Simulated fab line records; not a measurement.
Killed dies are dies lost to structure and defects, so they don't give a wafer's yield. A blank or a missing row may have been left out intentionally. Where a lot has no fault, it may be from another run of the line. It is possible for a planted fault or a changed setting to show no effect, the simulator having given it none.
A struck lot beside a sound one + flow sky130 + 15 out of 708 route steps
Sound: wafers L143.2, L143.3, L143.4. The struck wafers were L152.1, L152.2, L152.6. Last of all comes the cause.
Per side, at each step with rows, come the tool, then ch with its chambers, and then its first start. Under that, the readings that differ: sound wafers + struck wafers + difference of the means + sigmas: that difference in standard deviations of wafers without a fault.
alike: readings with means less than 2 such deviations apart, plus words and numbers identical on both sides. not compared: withheld readings, readings lacking a value on some wafer, bounds such as >300 that could conceal the same value, and numbers that have no deviation in the record and whose values overlap.
Wherever a step has rows on one side only, a row that says differs or no value, or a row with sigmas, the two part there. Non-overlapping numbers with no deviation appear without sigmas and do not part them. A reading missing from all wafers of one side parts the sides only when that side holds two or more wafers.

first, 2 steps without rows for these wafers: SKY_METAL2_CLEAN_23 (cleans in O3/DIW); SKY_VIA2_HDPCVD_00 (deposits SiO2, target thk 1180 nm, time 196.7 s).
SKY_VIA2_THK_MEAS_01:
  sound on film_metro-04 at day 36 21:09; struck on film_metro-03 at day 40 05:32
| reading              | sound          | struck         | difference | sigmas |
|----------------------|----------------|----------------|------------|--------|
| VIA2_HDPCVD_THK (nm) | 1150 1144 1159 | 1167 1184 1190 | +29        | +2     |
SKY_VIA2_CMP_02: polishes SiO2.
  sound on cmp-01 ch 0,1,3, day 36 21:12; struck on cmp-02 ch 0,1, day 40 05:39
  alike: motor_current_A
SKY_VIA2_BOW_MEAS_03:
  sound on film_metro-04 at day 36 21:31; struck on film_metro-03 at day 40 05:54
  alike: VIA2_BOW
then, 7 steps without rows for these wafers: SKY_VIA2_DEHYDRATE_04 (time 60 s); SKY_VIA2_HMDS_05 (prime time 60 s); SKY_VIA2_COAT_06 (resist thk 60 nm); SKY_VIA2_COAT_07 (resist thk 450 nm); SKY_VIA2_SOFTBAKE_08 (time 90 s); SKY_VIA2_EXPOSE_09 (exposes mask VIM2, target cd 200 nm); SKY_VIA2_PEB_10.
SKY_VIA2_DEVELOP_11: develop time 60 s.
  sound on litho_track-04 ch 0, day 37 23:00; struck on litho_track-04 ch 0, day 41 06:00
| reading              | sound             | struck            | difference | sigmas |
|----------------------|-------------------|-------------------|------------|--------|
| developer_temp_C (C) | 21.04 20.98 20.94 | 20.40 20.41 20.18 | -0.66      | -6     |
  alike: resist_line_temp_C
SKY_VIA2_CD_MEAS_12: target cd 200 nm.
  sound on cd_sem-02 at day 37 23:59; struck on cd_sem-01 at day 41 06:10
  alike: cd_nm
-- the record jumps here: 8 days lie between the struck wafers' starts before and after (it left off in module VIA2 and takes up again in module PAD_OPEN, whose first step shown is number 708 of the route) --
SKY_PAD_OPEN_PROBE_99:
  sound on prober-01 at day 47 01:33; struck on prober-02 at day 49 14:32
  alike: defect_limited_yield, killed_at_M0_to_M3, killed_at_M4_up, killed_at_contacts, killed_at_front_end, killed_at_other, killed_dies, killed_open, killed_short, sort_bin_3_pad_short, sort_bin_5_function, sort_bin_6_memory, sort_n_pass, sort_yield_pct

WHERE THEY PART
At SKY_VIA2_THK_MEAS_01 first; at SKY_VIA2_DEVELOP_11 last (within this record only). Later steps at which nothing parts them and some readings are alike: SKY_VIA2_CD_MEAS_12, SKY_PAD_OPEN_PROBE_99.

WHY: what had been put in by the simulator
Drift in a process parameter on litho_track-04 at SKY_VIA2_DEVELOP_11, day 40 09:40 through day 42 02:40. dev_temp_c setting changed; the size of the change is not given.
